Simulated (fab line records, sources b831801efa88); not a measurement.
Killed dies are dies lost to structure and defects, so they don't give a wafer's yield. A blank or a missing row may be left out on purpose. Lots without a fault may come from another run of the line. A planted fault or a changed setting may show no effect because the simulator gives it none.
Chamber matching | flow sky130 | SKY_VIA1_ETCH_14 on rie_diel-01: 4 sister chambers
The step etches BARC in N2/H2, stops on SiO2, time 45.9 s, target depth 60 nm. 16 wafers are shown with their chamber, then 8 later ones without.

WAFERS WITH THEIR CHAMBER
wafer  | chamber | drypump_motor_current_A (A) | throttle_valve_pct (%) | oes_product_au (a.u.)
L861.2 | 1       | 6.3                         | 13.229                 | 0.854
L861.3 | 3       | 4.9                         | 13.234                 | 0.854
L861.6 | 0       | 5.7                         | 13.230                 | 0.856
L860.1 | 0       | 5.7                         | 13.229                 | 0.849
L860.2 | 3       | 4.9                         | 13.211                 | 0.856
L860.5 | 2       | 5.6                         | 13.219                 | 0.859
L863.1 | 0       | 5.7                         | 13.225                 | 0.851
L863.2 | 2       | 5.6                         | 13.235                 | 0.851
L863.3 | 1       | 6.4                         | 13.233                 | 0.844
L862.1 | 1       | 6.4                         | 13.215                 | 0.860
L862.2 | 3       | 4.9                         | 13.239                 | 0.860
L862.6 | 2       | 5.6                         | 13.220                 | 0.859
L867.2 | 0       | 5.6                         | 13.236                 | 0.860
L867.4 | 3       | 4.9                         | 13.203                 | 0.848
L867.5 | 1       | 6.3                         | 13.227                 | 0.856
L875.1 | 1       | 6.3                         | 13.217                 | 0.856

SIGNATURES (means of the wafers above)
reading                 | chamber 0 | chamber 1 | chamber 2 | chamber 3 | scatter within a chamber
drypump_motor_current_A | 5.675     | 6.340     | 5.600     | 4.900     | 0.0403
throttle_valve_pct      | 13.23000  | 13.22420  | 13.22467  | 13.22175  | 0.0107
oes_product_au          | 0.85400   | 0.85400   | 0.85633   | 0.85450   | 0.00529
Rule: a wafer's distance from a chamber is the root of the sum, over the readings, of the square of ((its reading less the chamber's mean) divided by the reading's scatter). The wafer belongs to the nearest chamber; if the next one is less than 2 further off, it can't be placed. The scatter: the root of (the sum of the squares of (reading less its chamber's mean) over the shown wafers, divided by (wafers less chambers)).

WAFERS WITHOUT THEIR CHAMBER
wafer  | drypump_motor_current_A (A) | throttle_valve_pct (%) | oes_product_au (a.u.)
L875.4 | 5.5                         | 13.227                 | 0.850
L875.6 | 6.4                         | 13.229                 | 0.856
L878.3 | 5.5                         | 13.232                 | 0.850
L878.4 | 4.9                         | 13.215                 | 0.848
L878.6 | 5.6                         | 13.221                 | 0.854
L880.3 | 5.7                         | 13.223                 | 0.857
L880.5 | 5.6                         | 13.212                 | 0.855
L880.6 | 4.9                         | 13.212                 | 0.860

WHICH CHAMBER EACH WENT THROUGH
wafer  | from the rows above     | in truth
L875.4 | can't be placed: 2 or 0 | 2
L875.6 | 1                       | 1
L878.3 | can't be placed: 2 or 0 | 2
L878.4 | 3                       | 3
L878.6 | can't be placed: 2 or 0 | 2
L880.3 | can't be placed: 0 or 2 | 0
L880.5 | can't be placed: 2 or 0 | 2
L880.6 | 3                       | 3
Placed correctly: 3 of 8. Can't be placed from these rows: 5 (the true chamber is among the candidates in 5). Placed wrongly: 0.
